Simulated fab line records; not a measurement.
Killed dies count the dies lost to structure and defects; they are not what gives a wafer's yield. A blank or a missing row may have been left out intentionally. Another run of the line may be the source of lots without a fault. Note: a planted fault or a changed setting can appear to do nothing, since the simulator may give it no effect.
Struck lot and sound lot, side by side + flow sky130 + 33 out of 708 route steps
Sound: these wafers, L337.2, L337.4, L337.6. Wafers L332.1, L332.3, L332.4 were the ones struck. The cause comes at the end.
Order at every step that has rows: each side's tool, ch and its chambers, its first start. Under that, the readings that differ: sound wafers + struck wafers + difference of the means + sigmas: that difference in standard deviations of wafers without a fault.
alike: a reading whose means differ by less than 2 such deviations, as well as words and numbers matching on both sides. not compared: withheld readings; readings where some wafer has no value; bounds like >300 that might hide an equal value; numbers whose values overlap and for which the record gives no deviation.
The two part at a step that has a row with sigmas, a row that says differs or no value, or rows on one side only. When numbers do not overlap yet have no deviation, they are printed without sigmas and do not part them. A reading missing from all wafers of one side parts the sides only when that side holds two or more wafers.

first, 5 steps without rows for these wafers: SKY_POLY_CUT_COAT_03 (resist thk 450 nm); SKY_POLY_CUT_SOFTBAKE_04 (time 90 s); SKY_POLY_CUT_EXPOSE_05 (exposes mask NPCM, target cd 270 nm); SKY_POLY_CUT_PEB_06; SKY_POLY_CUT_DEVELOP_07 (develop time 60 s).
SKY_POLY_CUT_CD_MEAS_08 targets a cd of 270 nm.
  sound: cd_sem-02 at day 30 19:30; struck: cd_sem-01 at day 29 05:50
| reading    | sound             | struck            | difference | sigmas |
|------------|-------------------|-------------------|------------|--------|
| cd_nm (nm) | 272.7 272.8 272.5 | 269.2 269.8 268.2 | -3.6       | -2     |
SKY_POLY_CUT_OVL_MEAS_09:
  sound: overlay-01 at day 30 19:37; struck: overlay-02 at day 29 05:57
  alike: POLY_CUT_OVL
SKY_POLY_CUT_ETCH_10: etches BARC in N2/H2, stops on SiO2, time 45.9 s, target depth 60 nm.
  sound on rie_diel-03 ch 0,1,2, day 30 19:38; struck on rie_diel-03 ch 0,1,3, day 29 05:59
  alike: bias_w, drypump_motor_current_A, n2_flow_sccm, oes_product_au, throttle_valve_pct
  not compared: rf_hours_counter_h
SKY_POLY_CUT_ETCH_11: etches Si3N4 in CF4/CH2F2/Ar, stops on poly-Si, time 42.5 s, target depth 60 nm.
  sound on rie_diel-03 ch 0,1,2, day 30 19:41; struck on rie_diel-03 ch 0,1,3, day 29 06:02
| reading                | sound                | struck               | difference | sigmas |
|------------------------|----------------------|----------------------|------------|--------|
| throttle_valve_pct (%) | 15.007 15.001 15.002 | 14.980 14.976 14.995 | -0.020     | -2     |
  alike: bias_w, drypump_motor_current_A, oes_product_au
  not compared: rf_hours_counter_h
SKY_POLY_CUT_STRIP_12: strips in O2/N2.
  sound on plasma_asher-01 ch 0,1, day 30 19:43; struck on plasma_asher-04 ch 0,1, day 29 06:04
  alike: drypump_motor_current_A, n2_flow_sccm, oes_product_au, strip_time_to_endpoint_s
  not compared: rf_hours_counter_h
then, 2 steps without rows for these wafers: SKY_SD_P_DEHYDRATE_00 (time 60 s); SKY_SD_P_HMDS_01 (prime time 60 s).
SKY_SD_P_COAT_02: resist thk 1140 nm.
  struck on litho_track-03, day 29 20:35; sound on litho_track-01 ch 0, day 31 09:38
  no value came back on the struck wafers for chill_plate_temp_C (C), dispense_pressure_kPa (kPa); on the sound wafers chill_plate_temp_C (C) reads 22.98 23.02 23.03
then, 4 steps without rows for these wafers: SKY_SD_P_SOFTBAKE_03 (time 60 s); SKY_SD_P_EXPOSE_04 (exposes mask PSDM, target cd 380 nm); SKY_SD_P_PEB_05; SKY_SD_P_DEVELOP_06 (develop time 60 s).
SKY_SD_P_CD_MEAS_07 targets a cd of 380 nm.
  sound: cd_sem-02 at day 31 22:58; struck: cd_sem-01 at day 30 10:41
| reading    | sound             | struck | difference                    | sigmas |
|------------|-------------------|--------|-------------------------------|--------|
| cd_nm (nm) | 381.7 380.8 382.3 | - - -  | no value on the struck wafers |        |
SKY_SD_P_OVL_MEAS_08:
  sound: overlay-02 at day 31 23:05; struck: overlay-02 at day 30 10:48
| reading       | sound        | struck | difference                    | sigmas |
|---------------|--------------|--------|-------------------------------|--------|
| SD_P_OVL (nm) | 2.0 -0.7 0.4 | - - -  | no value on the struck wafers |        |
following that, these wafers have no rows for 1 step: SKY_SD_P_IMPLANT_09.
SKY_SD_P_STRIP_10: strips in O2/N2.
  sound on plasma_asher-02 ch 0,1, day 31 23:16; struck on plasma_asher-03 ch 0,1, day 30 10:59
  no value came back on the struck wafers for oes_product_au (a.u.), strip_time_to_endpoint_s (s); on the sound wafers oes_product_au (a.u.) reads 0.614 0.621 0.619
  alike: drypump_motor_current_A, n2_flow_sccm
  not compared: rf_hours_counter_h
SKY_SD_P_TW_MEAS_11:
  sound: film_metro-04 at day 31 23:22; struck: film_metro-03 at day 30 11:05
  alike: SD_P_TW
then, 8 steps without rows for these wafers: SKY_RES_XHIGH_DEHYDRATE_00 (time 60 s); SKY_RES_XHIGH_HMDS_01 (prime time 60 s); SKY_RES_XHIGH_COAT_02 (resist thk 1140 nm); SKY_RES_XHIGH_SOFTBAKE_03 (time 60 s); SKY_RES_XHIGH_EXPOSE_04 (exposes mask URPM, target cd 1270 nm); SKY_RES_XHIGH_PEB_05; SKY_RES_XHIGH_DEVELOP_06 (develop time 60 s); SKY_RES_XHIGH_IMPLANT_07.
SKY_RES_XHIGH_STRIP_08: strips in O2/N2.
  sound on plasma_asher-04 ch 0,1, day 33 02:20; struck on plasma_asher-04 ch 0,1, day 31 15:17
  alike: drypump_motor_current_A, n2_flow_sccm, oes_product_au, strip_time_to_endpoint_s
  not compared: rf_hours_counter_h
SKY_RES_XHIGH_TW_MEAS_09:
  sound: film_metro-02 at day 33 02:26; struck: film_metro-02 at day 31 15:23
| reading      | sound          | struck         | difference | sigmas |
|--------------|----------------|----------------|------------|--------|
| RES_XHIGH_TW | 1620 1628 1636 | 2859 2874 2879 | +1243      | +83    |
then, 1 step without rows for these wafers: SKY_SD_N_DEHYDRATE_00 (time 60 s).

== WHERE THEY PART ==
At SKY_POLY_CUT_CD_MEAS_08 first; at SKY_RES_XHIGH_TW_MEAS_09 last (within this record only).

WHY: the cause the simulator had injected
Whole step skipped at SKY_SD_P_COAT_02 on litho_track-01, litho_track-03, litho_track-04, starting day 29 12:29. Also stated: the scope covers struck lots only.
